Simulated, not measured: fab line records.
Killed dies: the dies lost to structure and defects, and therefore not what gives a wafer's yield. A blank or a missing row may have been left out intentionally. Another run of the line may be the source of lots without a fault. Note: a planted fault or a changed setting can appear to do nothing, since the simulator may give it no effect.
2 desks looking at one fault | flow gf180mcu | each desk has only its own numbers; what lay behind them comes last

== THE METROLOGY DESK ==
What the gauges read for every lot (on any tool): the sampled wafers with a number, averaged. Any lot whose mean is over 4 standard deviations away from the usual mean is out of limits and marked OUT; that distance is given in the brackets.
Columns: A = V2_CVD_00_THK at GF_V2_THK_MEAS_01, usual 599 nm
lot  | first seen here | A
L388 | day 19 02:42    | 607
L390 | day 20 02:38    | 587
L391 | day 20 19:20    | 608
L394 | day 21 17:37    | 597
L398 | day 23 05:43    | 598
L399 | day 23 09:00    | 598
L404 | day 25 01:09    | 601
L405 | day 25 15:52    | 592
L408 | day 26 05:02    | 588
L409 | day 26 15:56    | 598
L410 | day 26 21:53    | 596
L411 | day 27 08:35    | 600
This desk's verdict: no lot among the 12 shows anything out of limits.

== AT THE TOOL OWNER'S DESK: cmp-01 ==
The tool's own readings at GF_V2_CMP_04 (polishes SiO2): means of the sampled wafers that have a number, for each lot that ran on this tool. Any lot whose mean is over 4 standard deviations away from the usual mean is out of limits and marked OUT; that distance is given in the brackets.
Columns: A = motorCurrentA at GF_V2_CMP_04, usual 12.7 A; B = timeToEndpointS at GF_V2_CMP_04, usual 83 s
lot  | first seen here | A    | B
L394 | day 21 17:49    | 12.8 | 86
L398 | day 23 05:54    | 12.1 | 64
L399 | day 23 09:14    | 12.6 | 60 (-4.3) OUT
L408 | day 26 05:15    | 12.9 | 77
L410 | day 26 22:08    | 12.1 | 84
L411 | day 27 08:46    | 12.1 | 76
This desk's verdict: out of limits on L399, starting with L399 at day 23 09:14 (timeToEndpointS at GF_V2_CMP_04). L394, L398, L408, L410, L411: within limits.

== TAKEN TOGETHER ==
At day 23 09:14, on L399, the tool owner's desk was in a position to raise an alarm.
Metrology desk: nothing out of limits seen.
The metrology desk has L399 on record, within its limits.
All the named lots went through GF_V2_CMP_04 on cmp-01.

== WHAT HAD BEEN PUT IN BY THE SIMULATOR ==
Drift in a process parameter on cmp-01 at GF_V2_CMP_04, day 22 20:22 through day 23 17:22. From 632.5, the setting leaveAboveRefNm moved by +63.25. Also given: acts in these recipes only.
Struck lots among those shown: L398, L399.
Hours from the fault's start to each desk's first reading out of limits: the tool owner's desk, 13.
